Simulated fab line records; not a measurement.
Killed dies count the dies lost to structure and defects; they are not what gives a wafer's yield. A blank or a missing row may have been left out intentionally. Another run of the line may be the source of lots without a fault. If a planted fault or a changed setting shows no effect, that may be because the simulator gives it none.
fab line records -- flow gf180mcu
[record] lots = 12, wafers = 36, last_day = 33
route steps=602 shown STI@4 LVPWELL@65 CONTACT@302
lots that met no fault: from a run of the same line without faults
start_h: start of the lot's first displayed wafer, in hours after the record's first day -- wait_h: hours elapsed since this lot's preceding step -- " as in the row above -- L1.1+2: one row covering several wafers at once -- - no value present, or no start provided -- * or withheld: withheld -- < > ~ a bound
route shown NAME@n: a module of which the file shows steps, and the number in the route of the first -- usual: mean and standard deviation over wafers with no fault -- same: alike in all rows -- chamber/n: place in a boat -- sites: readings site by site -- _std_site: standard deviation of those values -- _edge_site: the outer-site mean with the inner-site mean subtracted -- radius_mm: for every site, how far away it sits from the centre of the wafer -- mask NAME#n: copy n -- behind: the tool/chamber that last shaped the wafer -- hold: what put the lot on hold/how long, in hours/how the hold closed -- device: the transistor (n, p or np) that didn't switch -- end of line: the route-end tests of the same wafers -- a step with no rows: only its recipe -- killed: dies lost to structure and defects at the first sort, not the wafer's yield -- map: a wafer's dies, x killed, . not, _ none there
set.NAME: the setting the step ran with; set.NAME@STEP: the setting that earlier step ran with -- model.NAME: the simulator's own value behind a step, which no gauge read
a sample of lots followed through the steps of the route, with each step as a table and each wafer as a row
services: from which hour (start_h, from the record's first day; less than 0 if before it) a tool's chamber was out of use, for how many hours, and why
[[steps]]
[step GF_STI_CVD_03]
[recipe] material = Si3N4, precursor = DCS/NH3, target_thk_nm = 207.16, temp_c = 770, time_s = 3551, pressure_mtorr = 250
[usual] spike_tc_bottom_C = 788.8/1.8, spike_tc_centre_C = 770.0/1.5, spike_tc_lower_C = 770.2/1.1, spike_tc_upper_C = 770.1/2, susceptor_temp_C = 770.0/0.37
lot.wafer,tool,chamber,start_h,wait_h,spike_tc_bottom_C,spike_tc_centre_C,spike_tc_lower_C,spike_tc_upper_C,susceptor_temp_C
L589.3,lpcvd-02,1,11.65,0.0,788.8,770.5,768.9,768.7,770.0
L589.4,lpcvd-02,1,11.65,0.0,789.1,771.7,769.8,765.5,769.1
L589.6,lpcvd-02,1,11.65,0.0,787.7,768.9,769.6,768.2,769.6
L590.4,lpcvd-01,1,17.38,0.0,789.5,771.6,769.3,768.4,770.2
L590.5,lpcvd-01,1,17.38,0.0,789.9,770.4,768.7,768.8,770.3
L590.6,lpcvd-01,1,17.38,0.0,791.7,770.9,769.7,767.2,770.3
L591.1,lpcvd-02,1,22.90,0.1,789.5,770.1,771.1,768.2,770.2
L591.2,lpcvd-02,1,22.90,0.1,788.5,771.3,770.3,766.2,770.5
L591.4,lpcvd-02,1,22.90,0.1,789.1,771.0,771.5,768.6,769.8
L592.3,lpcvd-01,0,28.16,0.0,788.4,768.2,769.9,771.5,770.3
L592.5,lpcvd-01,0,28.16,0.0,787.8,769.3,770.5,773.0,770.4
L592.6,lpcvd-01,0,28.16,0.0,787.6,768.6,771.4,773.1,770.6
L598.1,lpcvd-01,0,56.57,0.1,787.4,768.5,772.7,771.3,770.2
L598.5,lpcvd-01,0,56.57,0.1,786.2,769.4,771.7,772.5,770.3
L598.6,lpcvd-01,0,56.57,0.1,788.0,767.8,770.7,771.1,770.0
L600.3,lpcvd-01,1,66.59,0.0,783.9,762.5,762.2,761.8,762.3
L600.4,lpcvd-01,1,66.59,0.0,783.0,762.4,762.0,760.9,762.6
L600.5,lpcvd-01,1,66.59,0.0,782.3,764.3,762.0,762.1,763.2
L601.1,lpcvd-01,1,71.99,0.1,785.9,764.1,762.0,764.4,762.5
L601.3,lpcvd-01,1,71.99,0.1,784.4,763.7,761.7,761.3,762.4
L601.6,lpcvd-01,1,71.99,0.1,783.2,763.3,763.2,762.0,762.4
L602.1,lpcvd-02,0,76.57,0.1,787.1,770.6,771.1,770.0,770.1
L602.2,lpcvd-02,0,76.57,0.1,788.2,770.0,768.9,770.0,769.6
L602.6,lpcvd-02,0,76.57,0.1,789.4,770.3,769.3,771.6,769.4
L603.1,lpcvd-02,1,82.15,0.1,789.2,771.0,770.8,769.4,769.7
L603.2,lpcvd-02,1,82.15,0.1,787.3,770.5,769.5,768.1,770.3
L603.5,lpcvd-02,1,82.15,0.1,787.9,770.1,770.8,768.7,770.3
L604.2,lpcvd-02,0,86.57,0.0,787.8,769.8,769.6,771.3,770.2
L604.3,lpcvd-02,0,86.57,0.0,788.0,769.9,769.6,770.3,769.9
L604.5,lpcvd-02,0,86.57,0.0,786.5,769.4,770.0,766.3,769.7
L606.1,lpcvd-02,0,96.72,0.1,788.1,772.9,770.9,770.5,770.1
L606.4,lpcvd-02,0,96.72,0.1,788.7,770.6,770.3,771.7,770.1
L606.6,lpcvd-02,0,96.72,0.1,788.7,770.1,767.7,769.5,770.7
L609.1,lpcvd-02,1,111.57,0.1,787.9,770.8,770.3,768.2,770.4
L609.2,lpcvd-02,1,111.57,0.1,789.3,771.1,770.5,767.2,770.2
L609.5,lpcvd-02,1,111.57,0.1,787.5,770.6,770.6,768.0,769.7
[step GF_STI_THK_MEAS_04]
[recipe] reads = Si3N4_of_STI_CVD_03
[usual] STI_CVD_03_THK = 207.2/2
lot.wafer,tool,chamber,start_h,wait_h,STI_CVD_03_THK[nm]
L589.3,film_metro-01,-,13.66,0.0,204.7
L589.4,film_metro-01,-,13.66,0.0,203.8
L589.6,film_metro-01,-,13.66,0.0,204.4
L590.4,film_metro-01,-,19.40,0.0,207.9
L590.5,film_metro-01,-,19.40,0.0,208.5
L590.6,film_metro-01,-,19.40,0.0,207.0
L591.1,film_metro-03,-,24.89,0.0,203.9
L591.2,film_metro-03,-,24.89,0.0,202.9
L591.4,film_metro-03,-,24.89,0.0,202.4
L592.3,film_metro-03,-,30.17,0.0,209.7
L592.5,film_metro-03,-,30.17,0.0,209.0
L592.6,film_metro-03,-,30.17,0.0,210.1
L598.1,film_metro-02,-,58.56,0.0,208.4
L598.5,film_metro-02,-,58.56,0.0,209.3
L598.6,film_metro-02,-,58.56,0.0,207.3
L600.3,film_metro-02,-,69.59,0.0,176.7
L600.4,film_metro-02,-,69.59,0.0,178.7
L600.5,film_metro-02,-,69.59,0.0,179.7
L601.1,film_metro-01,-,73.98,0.0,181.9
L601.3,film_metro-01,-,73.98,0.0,181.0
L601.6,film_metro-01,-,73.98,0.0,182.4
L602.1,film_metro-03,-,78.56,0.0,204.5
L602.2,film_metro-03,-,78.56,0.0,204.3
L602.6,film_metro-03,-,78.56,0.0,204.5
L603.1,film_metro-02,-,84.14,0.0,206.3
L603.2,film_metro-02,-,84.14,0.0,205.3
L603.5,film_metro-02,-,84.14,0.0,204.3
L604.2,film_metro-02,-,88.57,0.0,206.8
L604.3,film_metro-02,-,88.57,0.0,209.2
L604.5,film_metro-02,-,88.57,0.0,207.5
L606.1,film_metro-03,-,98.71,0.0,208.0
L606.4,film_metro-03,-,98.71,0.0,206.1
L606.6,film_metro-03,-,98.71,0.0,206.1
L609.1,film_metro-01,-,113.56,0.0,205.9
L609.2,film_metro-01,-,113.56,0.0,207.0
L609.5,film_metro-01,-,113.56,0.0,207.9
[step GF_STI_ETCH_13]
[recipe] chemistry = CHF3/O2, stop_on = Si, over_etch_frac = 0.3, target_depth_a = 2823.1, source_w = 600, bias_w = 200, pressure_mtorr = 40, chf3_flow_sccm = 50, O2_flow_sccm = 5, time_s = 112.9
[usual] chamber_pressure_mTorr = 39.99/0.037, drypump_motor_current_A = 5.9/0.42, oes_product_au = 0.832/0.0064, rf_fwd_power_W = 597.0/2, throttle_valve_pct = 8.811/0.0084
lot.wafer,tool,chamber,start_h,wait_h,chamber_pressure_mTorr,drypump_motor_current_A,oes_product_au,rf_fwd_power_W,rf_hours_counter_h,throttle_valve_pct
L589.3,rie_diel-03,1,24.41,0.1,39.97,6.4,0.826,597.4,133,8.809
L589.4,rie_diel-03,3,24.41,0.1,39.97,5.6,0.834,596.4,35,8.796
L589.6,rie_diel-03,3,24.41,0.1,39.98,5.5,0.821,595.2,-,8.808
L590.4,rie_diel-03,3,31.07,0.0,39.97,5.5,0.837,597.3,35,8.806
L590.5,rie_diel-03,3,31.07,0.0,40.01,5.6,0.837,596.6,-,8.809
L590.6,rie_diel-03,2,31.07,0.0,40.00,6.4,0.838,595.6,-,8.808
L591.1,rie_diel-04,3,35.96,0.1,39.98,6.3,0.817,595.8,147,8.818
L591.2,rie_diel-04,0,35.96,0.1,39.93,6.2,0.823,596.7,9,8.780
L591.4,rie_diel-04,1,35.96,0.1,39.99,5.0,0.816,596.3,0,8.809
L592.3,rie_diel-03,2,41.62,0.1,40.02,6.3,0.833,598.5,87,8.809
L592.5,rie_diel-03,3,41.62,0.1,40.05,5.6,0.839,600.8,-,8.814
L592.6,rie_diel-03,2,41.62,0.1,40.01,6.3,0.829,597.0,-,8.813
L598.1,rie_diel-04,1,71.86,0.1,39.98,5.0,0.837,596.1,1,8.825
L598.5,rie_diel-04,1,71.86,0.1,40.05,5.0,0.828,596.9,-,8.814
L598.6,rie_diel-04,0,71.86,0.1,39.99,6.1,0.841,596.4,-,8.812
L600.3,rie_diel-04,2,83.14,0.1,39.96,5.7,0.773,594.5,92,8.777
L600.4,rie_diel-04,0,83.14,0.1,40.05,6.1,0.770,594.8,9,8.799
L600.5,rie_diel-04,1,83.14,0.1,40.04,4.9,0.774,594.6,-,8.796
L601.1,rie_diel-04,3,87.07,0.1,39.96,6.3,0.773,596.8,148,8.805
L601.3,rie_diel-04,2,87.07,0.1,40.00,5.6,0.777,596.0,92,8.795
L601.6,rie_diel-04,1,87.07,0.1,40.02,5.0,0.782,597.6,-,8.804
L602.1,rie_diel-03,2,92.82,0.1,40.04,6.3,0.831,601.9,88,8.803
L602.2,rie_diel-03,0,92.82,0.1,39.97,5.8,0.822,597.0,10,8.803
L602.6,rie_diel-03,2,92.82,0.1,40.02,6.3,0.827,599.3,-,8.809
L603.1,rie_diel-02,0,97.82,0.1,40.01,6.2,0.832,597.1,1,8.808
L603.2,rie_diel-02,3,97.82,0.1,40.02,6.2,0.827,595.1,124,8.808
L603.5,rie_diel-02,0,97.82,0.1,39.97,6.2,0.834,597.7,-,8.795
L604.2,rie_diel-03,1,102.24,0.1,40.01,6.4,0.835,596.6,135,8.820
L604.3,rie_diel-03,0,102.24,0.1,40.00,5.8,0.837,598.4,11,8.812
L604.5,rie_diel-03,0,102.24,0.1,40.02,5.8,0.834,594.9,-,8.811
L606.1,rie_diel-03,0,112.51,0.1,40.02,5.9,0.837,597.1,11,8.802
L606.4,rie_diel-03,2,112.51,0.1,40.03,6.4,0.830,595.9,89,8.812
L606.6,rie_diel-03,1,112.51,0.1,40.04,6.5,0.834,594.9,-,8.808
L609.1,rie_diel-03,1,128.93,0.1,40.00,6.5,0.835,594.0,136,8.811
L609.2,rie_diel-03,0,128.93,0.1,39.96,5.8,0.827,594.2,11,8.818
L609.5,rie_diel-03,0,128.93,0.1,40.03,5.8,0.835,596.4,-,8.801
[step GF_STI_THK_MEAS_22]
[recipe] reads = SiO2_of_STI_OXIDATION_21
[usual] STI_OXIDATION_01_THK = 15.18/0.25
lot.wafer,tool,chamber,start_h,wait_h,STI_OXIDATION_01_THK[nm]
L589.3,film_metro-02,-,26.73,0.0,15.39
L589.4,film_metro-02,-,26.73,0.0,15.40
L589.6,film_metro-02,-,26.73,0.0,15.61
L590.4,film_metro-02,-,32.98,0.0,15.36
L590.5,film_metro-02,-,32.98,0.0,15.20
L590.6,film_metro-02,-,32.98,0.0,15.51
L591.1,film_metro-03,-,37.74,0.0,15.18
L591.2,film_metro-03,-,37.74,0.0,15.10
L591.4,film_metro-03,-,37.74,0.0,14.95
L592.3,film_metro-02,-,43.39,0.0,15.15
L592.5,film_metro-02,-,43.39,0.0,14.86
L592.6,film_metro-02,-,43.39,0.0,14.93
L598.1,film_metro-03,-,73.59,0.0,15.07
L598.5,film_metro-03,-,73.59,0.0,14.90
L598.6,film_metro-03,-,73.59,0.0,14.97
L600.3,film_metro-01,-,84.89,0.0,15.12
L600.4,film_metro-01,-,84.89,0.0,15.38
L600.5,film_metro-01,-,84.89,0.0,15.17
L601.1,film_metro-02,-,89.03,0.0,14.78
L601.3,film_metro-02,-,89.03,0.0,14.71
L601.6,film_metro-02,-,89.03,0.0,14.75
L602.1,film_metro-02,-,96.32,0.0,15.22
L602.2,film_metro-02,-,96.32,0.0,15.13
L602.6,film_metro-02,-,96.32,0.0,15.31
L603.1,film_metro-01,-,100.28,0.0,15.58
L603.2,film_metro-01,-,100.28,0.0,15.52
L603.5,film_metro-01,-,100.28,0.0,15.53
L604.2,film_metro-02,-,103.98,0.0,15.34
L604.3,film_metro-02,-,103.98,0.0,15.21
L604.5,film_metro-02,-,103.98,0.0,15.18
L606.1,film_metro-02,-,114.33,0.0,14.67
L606.4,film_metro-02,-,114.33,0.0,14.65
L606.6,film_metro-02,-,114.33,0.0,14.83
L609.1,film_metro-03,-,130.67,0.0,15.39
L609.2,film_metro-03,-,130.67,0.0,15.34
L609.5,film_metro-03,-,130.67,0.0,15.40
[step GF_LVPWELL_TW_MEAS_11]
[usual] LVPWELL_TW = 561/7.7
lot.wafer,tool,chamber,start_h,wait_h,LVPWELL_TW
L589.3,film_metro-01,-,67.92,0.1,567
L589.4,film_metro-01,-,67.92,0.1,568
L589.6,film_metro-01,-,67.92,0.1,563
L590.4,film_metro-04,-,74.31,0.1,551
L590.5,film_metro-04,-,74.31,0.1,552
L590.6,film_metro-04,-,74.31,0.1,548
L591.1,film_metro-01,-,79.66,0.1,570
L591.2,film_metro-01,-,79.66,0.1,567
L591.4,film_metro-01,-,79.66,0.1,569
L592.3,film_metro-01,-,86.98,0.1,567
L592.5,film_metro-01,-,86.98,0.1,568
L592.6,film_metro-01,-,86.98,0.1,568
L598.1,film_metro-02,-,119.86,0.1,559
L598.5,film_metro-02,-,119.86,0.1,564
L598.6,film_metro-02,-,119.86,0.1,560
L600.3,film_metro-01,-,133.25,0.1,569
L600.4,film_metro-01,-,133.25,0.1,569
L600.5,film_metro-01,-,133.25,0.1,567
L601.1,film_metro-01,-,138.15,0.1,567
L601.3,film_metro-01,-,138.15,0.1,571
L601.6,film_metro-01,-,138.15,0.1,569
L602.1,film_metro-01,-,145.70,0.1,566
L602.2,film_metro-01,-,145.70,0.1,565
L602.6,film_metro-01,-,145.70,0.1,567
L603.1,film_metro-04,-,149.24,0.1,549
L603.2,film_metro-04,-,149.24,0.1,551
L603.5,film_metro-04,-,149.24,0.1,554
L604.2,film_metro-04,-,152.93,0.1,554
L604.3,film_metro-04,-,152.93,0.1,553
L604.5,film_metro-04,-,152.93,0.1,551
L606.1,film_metro-04,-,164.30,0.1,550
L606.4,film_metro-04,-,164.30,0.1,550
L606.6,film_metro-04,-,164.30,0.1,553
L609.1,film_metro-01,-,181.21,0.1,569
L609.2,film_metro-01,-,181.21,0.1,568
L609.5,film_metro-01,-,181.21,0.1,568
[step GF_CONTACT_OVL_MEAS_15]
[usual] CONTACT_OVL = -2/6
lot.wafer,tool,chamber,start_h,wait_h,CONTACT_OVL[nm]
L589.3,overlay-01,-,358.90,0.1,-5
L589.4,overlay-01,-,358.90,0.1,2
L589.6,overlay-01,-,358.90,0.1,-13
L590.4,overlay-02,-,376.82,0.1,-9
L590.5,overlay-02,-,376.82,0.1,-3
L590.6,overlay-02,-,376.82,0.1,-6
L591.1,overlay-02,-,379.80,0.1,0
L591.2,overlay-02,-,379.80,0.1,-11
L591.4,overlay-02,-,379.80,0.1,-14
L592.3,overlay-02,-,392.32,0.1,-4
L592.5,overlay-02,-,392.32,0.1,-8
L592.6,overlay-02,-,392.32,0.1,-1
L598.1,overlay-02,-,444.56,0.1,0
L598.5,overlay-02,-,444.56,0.1,-11
L598.6,overlay-02,-,444.56,0.1,1
L600.3,overlay-01,-,464.97,0.1,-13
L600.4,overlay-01,-,464.97,0.1,-12
L600.5,overlay-01,-,464.97,0.1,-8
L601.1,overlay-01,-,473.64,0.1,6
L601.3,overlay-01,-,473.64,0.1,13
L601.6,overlay-01,-,473.64,0.1,-6
L602.1,overlay-01,-,485.09,0.1,-12
L602.2,overlay-01,-,485.09,0.1,-7
L602.6,overlay-01,-,485.09,0.1,-1
L603.1,overlay-01,-,490.84,0.1,11
L603.2,overlay-01,-,490.84,0.1,-7
L603.5,overlay-01,-,490.84,0.1,5
L604.2,overlay-02,-,493.49,0.1,7
L604.3,overlay-02,-,493.49,0.1,3
L604.5,overlay-02,-,493.49,0.1,1
L606.1,overlay-01,-,512.94,0.1,1
L606.4,overlay-01,-,512.94,0.1,-4
L606.6,overlay-01,-,512.94,0.1,-4
L609.1,overlay-02,-,537.59,0.1,0
L609.2,overlay-02,-,537.59,0.1,-3
L609.5,overlay-02,-,537.59,0.1,3
[[services]]
tool,chamber,start_h,hours,kind
rie_diel-04,1,-4.40,-,clean
rie_diel-04,1,-4.40,-,consumable_replace:esc
rie_diel-04,1,-4.40,24.9,scheduled_down
rie_diel-04,1,-4.40,24.9,vent_cycle
lpcvd-02,-,10.12,0.8,pm
lpcvd-02,-,35.19,0.7,repair
rie_diel-02,0,41.26,-,clean
rie_diel-02,0,41.26,12.1,scheduled_down
rie_diel-02,0,41.26,12.1,vent_cycle
rie_diel-02,2,51.01,16.3,repair
rie_diel-04,3,116.97,8.0,repair
[[key]]
[first_sign] step = GF_STI_CVD_03, reading = susceptor_temp_C, direction = down, sigmas = 20, usual = *, struck = *
[effect] step = GF_STI_CVD_03, reading = spike_tc_lower_C, direction = down, sigmas = 7, usual = 770.2, struck = 762.2
[effect] step = GF_STI_THK_MEAS_04, reading = STI_CVD_03_THK, direction = down, sigmas = 14, usual = 207.2, struck = 180.1
[effect] step = GF_STI_ETCH_13, reading = oes_product_au, direction = down, sigmas = 8.9, usual = 0.832, struck = 0.775
met_at GF_STI_CVD_03
struck_lots L600,L601
struck_wafers L600.3,L600.4,L600.5,L601.1,L601.3,L601.6
tester_left_out L600,L601
not_acting_at GF_STI_THK_MEAS_22,GF_LVPWELL_TW_MEAS_11,GF_CONTACT_OVL_MEAS_15
onset_between 17.38 66.59
[fault] kind = process_parameter_drift, tool = lpcvd-01, chamber = 1, onset_h = 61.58, steps = GF_STI_CVD_03, channel = temp_c, offset = *, shape = step, end_h = 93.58, acts_in = *, stated = *
// tester_left_out: of these lots the tester's yield and bins aren't shown, on N5 and GAA mostly nor the transistor test; their killed dies are dies lost to structure and defects alone, not to doping, threshold or leakage, so they don't give the yield
